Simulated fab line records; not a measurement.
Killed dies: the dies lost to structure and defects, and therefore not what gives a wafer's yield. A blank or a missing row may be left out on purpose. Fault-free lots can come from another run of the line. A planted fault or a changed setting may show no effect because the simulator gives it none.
Problem report in the 8D (eight disciplines) form, filled by code :: flow sky130 :: the parts of the form that need people (team, actions taken, sign-off) are left out

## 1. WHAT IS WRONG
A mean of 417.0 W is read at SKY_FIELD_ISO_ETCH_14 for rfFwdPowerW, taken on 1 wafer of 1 lot, against 495.0 W (standard deviation 2.4) on wafers free of any fault. That puts it -32 standard deviations away from the usual mean.
The step: etches BARC in N2/H2, stops on SiO2, time 45.9 s, target depth 60 nm.
Seen first at day 5 12:08 on rieDiel-04, wafer L401.6. The record has a number at this step for 15 wafers belonging to 5 lots. By rule, "out" or "out of limits" means more than 4 standard deviations away from the usual mean. All remaining wafers that have a number are taken as sound.

## 2. WHAT IT IS, AND WHAT IT ISN'T
question: which readings at this step
is: rfFwdPowerW
is not: drypumpMotorCurrentA, oesProductAu, throttleValvePct

question: which lots
is: L401
is not: L386, L394, L408, L409

question: which wafers of those lots
is: L401.6
is not: L401.3, L401.5

question: read on which tools
is: rieDiel-04
is not: rieDiel-01, rieDiel-02

question: when
is: from day 5 12:08
is not: up to then (8 sound wafers); but 6 sound wafers of L408, L409 came after

## 3. THE SUSPECTS, EACH WITH WHAT RULES IT OUT
Counting: any tool at a process step up to the reading remains a suspect provided it ran every lot that is out. Sound lots after the first of them don't rule it out here, since some wafers of a struck lot are sound.
- rieDiel-04 at SKY_FIELD_ISO_ETCH_14 (etches BARC in N2/H2, stops on SiO2, time 45.9 s, target depth 60 nm): kept. The lot that is out, L401, ran on it at day 5 12:08; the last sound lot it ran before that was L394, at day 3 23:05. Its own readings are out on those wafers: rfFwdPowerW.
- rieDiel-04, SKY_FIELD_ISO_ETCH_14: wafers that are out in chamber 0, sound lot-mates in chambers 1, 3.
After counting, what remains is rieDiel-04 at SKY_FIELD_ISO_ETCH_14.

## 4. THE CAUSE (what the simulator had put in)
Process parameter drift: rieDiel-04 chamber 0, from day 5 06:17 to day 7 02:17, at SKY_FIELD_ISO_ETCH_14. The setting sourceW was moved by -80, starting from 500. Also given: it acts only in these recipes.
Only this tool survived the counting.

## 5. THE CHAIN OF EFFECTS, in route order
Each row: a reading where the mean over the struck wafers with a number is more than 3 standard deviations away from the usual. Readings are gone through only where the record gives a usual standard deviation; hours: the median, over the lots, of the time from a lot's start at the first step in this table giving one to that lot's start at this step; sigmas: the change measured in usual standard deviations.
hours: 0
step: SKY_FIELD_ISO_ETCH_14
reading: rfFwdPowerW
usual: 495.0 W
on struck wafers: 417.0
change: -78.0
sigmas: -32

hours: 0
step: SKY_FIELD_ISO_STRIP_16
reading: stripTimeToEndpointS
usual: 3.55 s
on struck wafers: 3.68
change: +0.13
sigmas: +3.6
Process steps it contains:
- SKY_FIELD_ISO_ETCH_14: etches BARC in N2/H2, stops on SiO2, time 45.9 s, target depth 60 nm.
- SKY_FIELD_ISO_STRIP_16: strips in O2/N2.

## 6. WHAT WOULD HAVE CAUGHT IT SOONER
First out-of-limits reading in this record: day 5 12:08, which is 6 hours after fault onset at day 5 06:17.
